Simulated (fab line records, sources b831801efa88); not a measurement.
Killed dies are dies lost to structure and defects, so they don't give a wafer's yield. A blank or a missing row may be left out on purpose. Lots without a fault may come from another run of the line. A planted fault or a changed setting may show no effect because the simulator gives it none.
Problem report in the 8D (eight disciplines) form, filled by code | flow gf180mcu | the parts of the form that need people (team, actions taken, sign-off) are left out

1. THE PROBLEM
heater_power_total_W at GF_V4_PEB_12 reads a mean of 86.91 W on 6 wafers of 2 lots; wafers without a fault read 85.70 W with a standard deviation of 0.082. That is +15 standard deviations from the usual mean.
The step: peb time 90 s.
First seen on wafer L455.1, day 29 13:52, on litho_track-02. The record holds 39 wafers of 13 lots with a number at this step. Rule for "out", or "out of limits": more than 4 standard deviations from the usual mean. The other wafers with a number count as sound.

2. WHAT IT IS AND WHAT IT IS NOT
question                    | is                                 | is not
which readings at this step | heater_power_total_W, plate_temp_C | -
which lots                  | L455, L456                         | L438, L440, L441, L442, L443, L444, L445, L450, L451, L454, L461
which wafers of those lots  | all that have a number             | -
read on which tools         | litho_track-02                     | litho_track-01, litho_track-04
when                        | from day 29 13:52                  | up to then (30 sound wafers); but 3 sound wafers of L461 came after

3. SUSPECTS, AND WHAT RULES EACH OUT
Counting: a tool at a process step up to the reading stays a suspect if it ran every lot that is out and no sound lot after the first of them.
- pvd_sputter-04 at GF_M4_SPUTTER_04 (material TiN, target thk 50 nm, time 41.7 s): kept. It ran every lot that is out, first L455 (day 27 23:07), and no sound lot after that; its last sound lot up to then is L451 (day 26 22:04).
- litho_track-02 at GF_V4_PEB_12 (peb time 90 s): kept. It ran every lot that is out, first L455 (day 29 13:52), and no sound lot after that; its last sound lot up to then is L451 (day 28 15:12). Its own readings are out on those wafers: heater_power_total_W, plate_temp_C.
Left after counting: pvd_sputter-04 at GF_M4_SPUTTER_04, litho_track-02 at GF_V4_PEB_12.

4. THE CAUSE (what the simulator had put in)
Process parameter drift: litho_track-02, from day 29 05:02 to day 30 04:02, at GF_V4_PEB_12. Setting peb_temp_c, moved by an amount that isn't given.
Counting left 2 suspects, and this tool is among them.

5. THE CHAIN OF EFFECTS, in route order
Each row: a reading whose mean over the struck wafers that have a number lies more than 3 standard deviations from the usual. Only readings for which the record gives a usual standard deviation are gone through. hours: the time from each lot's start at the first step in this table that gives one to its start at this step, as a median over the lots. sigmas: the change in usual standard deviations.
hours | step         | reading              | usual    | on struck wafers | change | sigmas
0     | GF_V4_PEB_12 | heater_power_total_W | 85.70 W  | 86.91            | +1.21  | +15
0     | GF_V4_PEB_12 | plate_temp_C         | 135.02 C | 136.44           | +1.42  | +11
The process steps in it:
- GF_V4_PEB_12: peb time 90 s.
Later measuring or inspecting steps at which every struck wafer that the step has a row for has a number for every such reading, and none has moved that far: GF_V4_CD_MEAS_14, GF_V4_THK_MEAS_25.

6. WHAT WOULD HAVE CAUGHT IT SOONER
In this record the first reading out of limits was taken at day 29 13:52, 9 hours after the fault began at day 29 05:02.
